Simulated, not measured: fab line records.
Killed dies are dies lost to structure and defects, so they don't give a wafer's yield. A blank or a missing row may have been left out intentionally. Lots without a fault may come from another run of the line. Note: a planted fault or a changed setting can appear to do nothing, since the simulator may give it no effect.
The same fault as seen by 2 desks -- flow sky130 -- each desk holds nothing but its own numbers, with what lay behind them at the end

DESK OF THE TOOL OWNER: implanter-03
The tool's own readings at SKY_LDD_HVN_IMPLANT_08: means of the sampled wafers that have a number, for each lot that ran on this tool. Any lot whose mean is over 4 standard deviations away from the usual mean is out of limits and marked OUT; that distance is given in the brackets.
Columns: A = dose_ions_cm2 at SKY_LDD_HVN_IMPLANT_08, usual 3e+13; B = faraday_current_uA at SKY_LDD_HVN_IMPLANT_08, usual 169
lot,first seen here,A,B
L225,day 22 04:05,3e+13,167
L226,day 22 10:18,3e+13,172
L227,day 22 19:35,3e+13,169
L229,day 23 17:23,3e+13,170
L231,day 24 01:37,3e+13,169
L238,day 26 08:52,2e+13 (-99 or more) OUT,101 (-21) OUT
L240,day 27 03:47,2e+13 (-99 or more) OUT,101 (-21) OUT
This desk finds L238, L240 out of limits, L238 being first, at day 26 08:52 (dose_ions_cm2 at SKY_LDD_HVN_IMPLANT_08). L225, L226, L227, L229, L231: within limits.

AT THE METROLOGY DESK
What the gauges read, lot by lot, whatever tool the lot ran on: means of the sampled wafers that have a number. Any lot whose mean is over 4 standard deviations away from the usual mean is out of limits and marked OUT; that distance is given in the brackets.
Columns: A = LDD_N_OVL at SKY_LDD_N_OVL_MEAS_07, usual 0.8 nm; B = LDD_HVN_TW at SKY_LDD_HVN_TW_MEAS_10, usual 1428
lot,first seen here,A,B
L225,day 19 13:12,1.6,1434
L224,day 19 13:31,-0.2,1402
L226,day 19 18:45,1.0,1435
L227,day 20 04:49,0.4,1404
L228,day 20 21:33,-0.2,1445
L229,day 21 03:12,2.0,1439
L230,day 21 06:01,0.7,1434
L231,day 21 11:45,0.6,1434
L238,day 23 19:27,-0.8,1224 (-11) OUT
L240,day 24 15:54,0.2,1225 (-11) OUT
L244,day 26 11:49,0.9,1399
This desk's finding: out of limits on L238, L240; first on L238, day 26 09:07 (LDD_HVN_TW at SKY_LDD_HVN_TW_MEAS_10). L225, L224, L226, L227, L228, L229, L230, L231, L244: within limits.

BROUGHT TOGETHER
An alarm could have come from the tool owner's desk at day 26 08:52, on L238, L240.
An alarm was possible from the metrology desk at day 26 09:07, on L238, L240.
SKY_LDD_HVN_IMPLANT_08 was run on implanter-03 by each of the lots named.

WHAT THE SIMULATOR HAD PUT IN
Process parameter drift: implanter-03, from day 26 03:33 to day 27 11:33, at SKY_LDD_HVN_IMPLANT_08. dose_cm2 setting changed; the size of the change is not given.
Struck lots among those shown: L238, L240.
Hours from the fault's start to each desk's first reading out of limits: the tool owner's desk, 5; the metrology desk, 6.
